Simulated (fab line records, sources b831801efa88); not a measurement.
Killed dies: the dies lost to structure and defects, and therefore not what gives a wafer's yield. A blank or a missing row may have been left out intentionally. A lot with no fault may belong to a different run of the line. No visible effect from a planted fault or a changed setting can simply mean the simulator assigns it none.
Chamber matching -- flow sky130 -- SKY_CAPM_CVD_00 on pecvd-02 has 3 sister chambers
The step deposits SiO2, target thk 15.5 nm. 3 wafers are shown with their chamber, then 7 later ones without.

== WAFERS, EACH WITH ITS CHAMBER ==
wafer,chamber,rfFwdPowerW (W)
L083.6,2,444.6
L086.2,0,444.0
L090.5,1,445.7

== WAFERS WITH NO CHAMBER GIVEN ==
wafer,rfFwdPowerW (W)
L090.6,443.0
L095.3,443.5
L095.4,444.1
L095.5,442.7
L097.3,446.5
L097.4,446.2
L097.5,442.8

== EACH ONE'S CHAMBER ==
wafer,from the rows above,in truth
L090.6,can't be placed: 0 or 2 or 1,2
L095.3,can't be placed: 0 or 2 or 1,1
L095.4,can't be placed: 0 or 2 or 1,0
L095.5,can't be placed: 0 or 2 or 1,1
L097.3,can't be placed: 1 or 2 or 0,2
L097.4,can't be placed: 1 or 2 or 0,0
L097.5,can't be placed: 0 or 2 or 1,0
Correctly placed: 0 of 7. Can't be placed from these rows: 7 (the true chamber is among the candidates in 7). Number placed wrongly: 0.
How it was worked out, from the rows above alone: a wafer's distance from a chamber is the root of the sum, over the readings, of the square of ((its reading less the chamber's mean) divided by the reading's scatter). The wafer belongs to the nearest chamber; if the next one is less than 2 further off, it can't be placed. The mean given for a chamber averages the wafers shown for that chamber. The scatter (one wafer shown for each chamber): square how far every hidden wafer sits from the nearest shown wafer, average those squares and take the square root.
